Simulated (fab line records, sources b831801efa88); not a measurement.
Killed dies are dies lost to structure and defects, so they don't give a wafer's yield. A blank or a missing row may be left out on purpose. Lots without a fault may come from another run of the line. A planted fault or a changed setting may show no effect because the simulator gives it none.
Which tool did it? | flow sky130 | 11 lots, 33 wafers sampled, at 2 steps of a route of 708

WHAT THE GAUGES READ, wafer by wafer
SKY_POLY_GATE_THK_MEAS_04.
lot  | measured     | on            | POLY_GATE_CVD_03_THK (nm)
L620 | day 15 20:41 | film_metro-01 | 74.7 75.4 75.3
L621 | day 16 00:54 | film_metro-04 | 75.6 75.3 75.5
L624 | day 17 10:41 | film_metro-01 | 75.8 74.9 75.5
L626 | day 17 14:33 | film_metro-03 | 75.3 75.4 74.9
L627 | day 17 22:14 | film_metro-01 | 75.1 75.2 75.2
L631 | day 19 16:38 | film_metro-04 | 75.4 75.6 75.1
L633 | day 20 05:22 | film_metro-01 | 74.4 74.8 74.9
L634 | day 20 14:53 | film_metro-04 | 75.4 75.9 75.0
L635 | day 20 23:19 | film_metro-03 | 75.6 74.8 73.7
L638 | day 22 05:10 | film_metro-03 | 74.7 74.6 74.3
L639 | day 22 10:02 | film_metro-01 | 74.6 75.6 74.9

WHICH TOOL RAN EACH LOT (tool, then ch and the chambers of the sampled wafers, then the start)
lot  | SKY_GATE_OXIDE_STRIP_13
L620 | plasma_asher-04 ch 0,1, day 14 10:55
L621 | plasma_asher-01 ch 0,1, day 14 15:10
L624 | plasma_asher-03 ch 0,1, day 15 23:17
L626 | plasma_asher-01 ch 0,1, day 16 05:26
L627 | plasma_asher-01 ch 0,1, day 16 11:32
L631 | plasma_asher-04 ch 0,1, day 18 04:20
L633 | plasma_asher-04 ch 0, day 18 17:08
L634 | plasma_asher-03 ch 0,1, day 19 03:06
L635 | plasma_asher-04 ch 0,1, day 19 10:05
L638 | plasma_asher-04 ch 0,1, day 20 16:58
L639 | plasma_asher-03 ch 0,1, day 20 20:37
- SKY_GATE_OXIDE_STRIP_13: strips in O2/N2.

THE ANSWER, worked out from the rows above alone
Rule: what is usual is taken from the lots themselves. Put in order of their means at a reading, lots are off if they are a third of the lots or fewer, leave a main group of 4 or more, and stand apart from it by a gap of 3 or more times the standard deviation of the main group's means; of several such gaps the widest counts. A main group whose means are all the same, to the digits that the tables above print for the reading, isn't used. A lot without any number at a reading at which 4 lots or more have one is off too. The other lots that the step has rows for count as sound.
No lot is off at any reading shown: from this, nothing can be told.

WHAT THE SIMULATOR HAD PUT IN
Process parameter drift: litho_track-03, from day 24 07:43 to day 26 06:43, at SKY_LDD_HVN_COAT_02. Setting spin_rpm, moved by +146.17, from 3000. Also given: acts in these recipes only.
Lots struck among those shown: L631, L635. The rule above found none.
